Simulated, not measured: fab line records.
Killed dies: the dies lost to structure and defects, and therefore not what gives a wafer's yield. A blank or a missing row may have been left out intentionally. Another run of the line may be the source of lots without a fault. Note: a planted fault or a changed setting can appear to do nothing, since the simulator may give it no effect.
fab line records    flow sky130
record lots=15  wafers=43  last-day=50
route steps=708 shown CONTACT@406
lots with no fault: from the same line, run without faults
start-h: start of the lot's first displayed wafer, in hours after the record's first day    wait-h: hours elapsed since this lot's preceding step    " same as the row above    L1.1+2: a row that stands for several wafers    - no value present, or no start provided    * or withheld: withheld    < > ~ a bound
route shown NAME@n: a module of which the file shows steps, and the number in the route of the first    usual: mean/standard deviation of fault-free wafers    same: alike in all rows    chamber/n: place in a boat    sites: each site's reading    _std_site: the values' standard deviation    _edge_site: outer sites' mean less inner sites'    radius-mm: how far each site lies from the wafer's centre    mask NAME#n: copy n    behind: the most recent tool/chamber to have shaped the wafer    hold: why the lot went on hold/how many hours it stayed there/how the hold came to an end    device: whichever transistor did not switch (one of n, p or np)    end of line: the same wafers' tests at the end of the route    a step without rows: its recipe alone    killed: at the first sort, the dies lost to defects and structure; wafer yield is something else    map: the dies of a wafer, with x for killed, . for not killed, _ for no die there
set.NAME: the setting as run; set.NAME@STEP: as run at that earlier step    model.NAME: the simulator's own value behind a step, which no gauge read
steps of the route over a sample of lots; a table a step, a row a wafer
services: a tool's chamber out of use, with start hour (start-h, from the record's first day; less than 0 if before it), hours out, and reason
## steps
# step SKY_CONTACT_CVD_00
# recipe material=Si3N4  target-thk-nm=75  temp-c=400  time-s=withheld  rf-w=450
# usual heater-power-w=770/110  rf-fwd-power-W=444.1/2.4
lot.wafer  tool      chamber  start-h  wait-h  heater-power-w  rf-fwd-power-W
L706.1     pecvd-04  2        718.06   0.0     755             445.9
L706.5     "         1        "        "       922             442.5
L706.6     "         2        "        "       729             445.4
L707.3     pecvd-04  1        719.95   0.0     836             443.3
L707.4     "         0        "        "       840             445.7
L707.5     "         2        "        "       770             446.4
L705.2     pecvd-03  1        721.89   0.0     722             449.1
L705.3     "         2        "        "       617             439.5
L705.6     "         2        "        "       623             439.7
L710.1     pecvd-03  2        746.55   0.0     740             440.8
L710.2     "         1        "        "       675             445.7
L710.3     "         0        "        "       676             444.1
L708.1     pecvd-04  0        747.95   0.0     774             443.2
L708.3     "         1        "        "       905             441.2
L708.6     "         0        "        "       787             444.9
L709.1     pecvd-02  2        748.45   0.0     731             445.7
L709.4     "         2        "        "       712             446.9
L709.6     "         0        "        "       645             439.9
L712.1     pecvd-02  0        779.85   0.0     609             445.9
L712.3     "         1        "        "       869             444.7
L712.5     "         2        "        "       649             445.9
L711.1     pecvd-04  2        780.60   0.0     854             448.4
L711.3     "         0        "        "       787             444.2
L711.6     "         1        "        "       865             444.3
L714.1     pecvd-04  1        796.76   0.0     995             441.2
L714.5     "         1        "        "       971             441.5
L714.6     "         0        "        "       803             445.6
L713.3     pecvd-02  1        800.03   0.0     897             441.7
L713.4     "         1        "        "       868             443.1
L713.5     "         0        "        "       633             443.9
L715.1     pecvd-03  1        806.96   0.0     683             445.0
L715.2     "         2        "        "       749             440.4
L715.6     "         0        "        "       627             446.4
L717.2     pecvd-04  0        807.68   0.0     834             444.4
L717.5     "         0        "        "       835             445.3
L719.3     pecvd-04  2        825.14   0.0     792             443.9
L719.4     "         0        "        "       829             444.2
L719.6     "         1        "        "       970             442.8
L721.2     pecvd-04  1        841.18   0.0     912             443.5
L721.4     "         0        "        "       736             445.3
L727.3     pecvd-02  2        881.49   0.0     688             446.5
L727.4     "         1        "        "       871             443.9
L727.5     "         2        "        "       697             447.6
# step SKY_CONTACT_THK_MEAS_01
# recipe reads=Si3N4_of_CONTACT_CVD_00
# usual CONTACT_CVD_00_THK=74.9/1.1
lot.wafer  tool           chamber  start-h  wait-h  CONTACT_CVD_00_THK[nm]
L706.1     film-metro-01  -        718.10   -       75.3
L706.5     "              -        "        "       74.8
L706.6     "              -        "        "       76.4
L707.3     film-metro-03  -        720.00   -       72.0
L707.4     "              -        "        "       75.7
L707.5     "              -        "        "       76.4
L705.2     film-metro-03  -        721.93   -       74.2
L705.3     "              -        "        "       74.8
L705.6     "              -        "        "       74.8
L710.1     film-metro-03  -        746.58   -       73.9
L710.2     "              -        "        "       73.5
L710.3     "              -        "        "       74.5
L708.1     film-metro-01  -        747.99   -       74.2
L708.3     "              -        "        "       73.2
L708.6     "              -        "        "       75.4
L709.1     film-metro-03  -        748.50   -       73.1
L709.4     "              -        "        "       74.1
L709.6     "              -        "        "       75.4
L712.1     film-metro-04  -        779.88   -       75.8
L712.3     "              -        "        "       75.0
L712.5     "              -        "        "       74.6
L711.1     film-metro-03  -        780.64   -       74.3
L711.3     "              -        "        "       74.7
L711.6     "              -        "        "       74.4
L714.1     film-metro-04  -        796.79   -       73.1
L714.5     "              -        "        "       73.9
L714.6     "              -        "        "       76.1
L713.3     film-metro-01  -        800.08   -       75.2
L713.4     "              -        "        "       76.2
L713.5     "              -        "        "       75.9
L715.1     film-metro-01  -        806.99   -       74.5
L715.2     "              -        "        "       73.3
L715.6     "              -        "        "       77.2
L717.2     film-metro-04  -        807.72   -       100.9
L717.5     "              -        "        "       75.3
L719.3     film-metro-03  -        825.19   -       101.6
L719.4     "              -        "        "       74.8
L719.6     "              -        "        "       74.1
L721.2     film-metro-04  -        841.23   -       101.2
L721.4     "              -        "        "       75.7
L727.3     film-metro-01  -        881.54   -       72.0
L727.4     "              -        "        "       76.1
L727.5     "              -        "        "       72.9
# step SKY_CONTACT_ETCH_18
# recipe target=Si3N4  chemistry=CHF3/O2  stop-on=TiN  source-w=600  bias-w=200  pressure-mtorr=40  chf3-flow-sccm=50  O2_flow_sccm=5  time-s=39  target-depth-a=750
# usual drypump-motor-current-A=5.7/0.59  oes-product-au=0.853/0.0086  rf-fwd-power-W=592.5/2.5  throttle-valve-pct=8.792/0.0085
lot.wafer  tool         chamber  start-h  wait-h  drypump-motor-current-A  oes-product-au  rf-fwd-power-W  rf-hours-counter-h  throttle-valve-pct
L706.1     rie-diel-03  0        -        -       5.6                      0.853           591.7           28                  8.796
L706.5     "            2        "        "       5.0                      0.856           589.8           -                   8.793
L706.6     "            1        "        "       5.9                      0.869           595.8           -                   8.786
L707.3     rie-diel-01  0        -        -       6.5                      0.833           591.5           15                  8.778
L707.4     "            1        "        "       5.4                      0.853           592.3           -                   8.778
L707.5     "            2        "        "       6.5                      0.867           592.9           -                   8.811
L705.2     rie-diel-03  3        -        -       6.2                      0.844           593.7           19                  8.795
L705.3     "            0        "        "       5.6                      0.851           592.1           28                  8.790
L705.6     "            3        "        "       6.3                      0.849           593.5           -                   8.793
L710.1     rie-diel-03  0        -        -       5.6                      0.849           592.7           29                  8.802
L710.2     "            3        "        "       6.2                      0.855           594.9           20                  8.796
L710.3     "            2        "        "       5.0                      0.851           587.2           22                  8.786
L708.1     rie-diel-02  3        -        -       5.1                      0.843           595.8           4                   8.806
L708.3     "            1        "        "       5.7                      0.850           595.4           18                  8.779
L708.6     "            3        "        "       5.1                      0.858           594.6           -                   8.802
L709.1     rie-diel-03  2        -        -       5.0                      0.848           589.5           22                  8.794
L709.4     "            0        "        "       5.6                      0.847           593.6           29                  8.773
L709.6     "            1        "        "       5.9                      0.853           596.1           -                   8.805
L712.1     rie-diel-01  0        -        -       6.5                      0.861           590.3           17                  8.798
L712.3     "            1        "        "       5.4                      0.846           594.6           15                  8.800
L712.5     "            0        "        "       6.5                      0.852           592.1           -                   8.789
L711.1     rie-diel-01  0        -        -       6.5                      0.845           595.1           17                  8.796
L711.3     "            3        "        "       4.8                      0.843           592.8           1                   8.803
L711.6     "            0        "        "       6.5                      0.833           595.0           -                   8.789
L714.1     rie-diel-03  2        -        -       5.0                      0.843           588.7           23                  8.789
L714.5     "            1        "        "       5.9                      0.849           594.0           -                   8.789
L714.6     "            2        "        "       5.0                      0.860           587.3           -                   8.800
L713.3     rie-diel-03  3        -        -       6.2                      0.860           595.4           21                  8.797
L713.4     "            0        "        "       5.6                      0.858           592.8           30                  8.807
L713.5     "            2        "        "       5.0                      0.856           589.3           -                   8.798
L715.1     rie-diel-01  2        -        -       6.5                      0.854           589.9           15                  8.788
L715.2     "            3        "        "       4.8                      0.841           593.5           2                   8.782
L715.6     "            0        "        "       6.5                      0.867           588.3           -                   8.795
L717.2     rie-diel-03  1        -        -       5.9                      1.021           591.8           15                  8.827
L717.5     "            0        "        "       5.6                      0.864           590.6           -                   8.798
L719.3     rie-diel-02  3        -        -       5.2                      1.005           595.4           7                   8.838
L719.4     "            2        "        "       5.2                      0.854           593.2           7                   8.790
L719.6     "            2        "        "       5.2                      0.846           592.7           -                   8.808
L721.2     rie-diel-01  2        -        -       6.5                      1.000           590.3           16                  8.820
L721.4     "            1        "        "       5.4                      0.857           593.0           17                  8.807
L727.3     rie-diel-01  1        -        -       5.4                      0.829           593.3           19                  8.793
L727.4     "            3        "        "       4.8                      0.861           589.9           5                   8.783
L727.5     "            2        "        "       6.5                      0.837           588.7           -                   8.798
## services
tool         chamber  start-h  hours  kind
pecvd-03     -        698.84   0.8    repair
rie-diel-02  -        727.50   2.8    pm
rie-diel-02  -        732.92   0.5    repair
rie-diel-03  -        734.95   5.1    repair
rie-diel-01  3        743.25   7.0    repair
pecvd-02     1        748.43   7.0    repair
rie-diel-01  3        750.73   13.2   repair
rie-diel-02  2        755.35   5.4    repair
pecvd-02     -        759.39   2.8    pm
rie-diel-01  3        763.94   -      clean
rie-diel-03  -        768.26   4.0    pm
rie-diel-01  -        774.59   0.5    repair
rie-diel-02  0        791.03   5.7    repair
rie-diel-01  0        811.03   12.7   repair
pecvd-04     0        832.27   5.5    scheduled-down
pecvd-03     -        833.94   8.7    repair
rie-diel-03  0        841.75   -      clean
rie-diel-03  0        841.75   25.8   scheduled-down
rie-diel-03  0        841.75   25.8   vent-cycle
rie-diel-03  3        849.11   9.0    repair
rie-diel-03  3        863.28   6.6    repair
pecvd-04     0        872.69   23.0   repair
pecvd-04     2        880.82   2.1    scheduled-down
rie-diel-02  -        881.93   0.7    repair
## key
first-sign step=SKY_CONTACT_THK_MEAS_01  reading=CONTACT_CVD_00_THK  direction=up  sigmas=24  usual=74.9  struck=101.3
effect step=SKY_CONTACT_ETCH_18  reading=oes-product-au  direction=up  sigmas=18  usual=0.853  struck=1.009
more-kills-born-at SKY_CONTACT_ETCH_18@rie-diel-01=336  SKY_CONTACT_ETCH_18@rie-diel-02=320
met-at SKY_CONTACT_CVD_00
struck-lots L717,L719,L721
struck-wafers L717.2,L719.3,L721.2
later-rows-left-out L719.3,L721.2
sort-left-out L717.2
tester-left-out L717,L719,L721
onset-between 796.76 807.68
fault kind=process-parameter-drift  tool=pecvd-04  chamber=-  onset-h=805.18  steps=SKY_CONTACT_CVD_00  channel=target-thk-nm  offset=27.225  shape=step  end-h=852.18  scope=struck-wafers-only  acts-in=these-recipes-only  stated=75
# tester-left-out: of these lots the tester's yield and bins aren't shown, on N5 and GAA mostly nor the transistor test; their killed dies are dies lost to structure and defects alone, not to doping, threshold or leakage, so they don't give the yield
# sort-left-out: the simulated sort isn't trusted on such a fault, so these wafers' sort isn't shown, and their yield isn't known
# later-rows-left-out: the simulator's readings of these wafers behind a module that went badly wrong aren't trusted and aren't shown, but for the sort
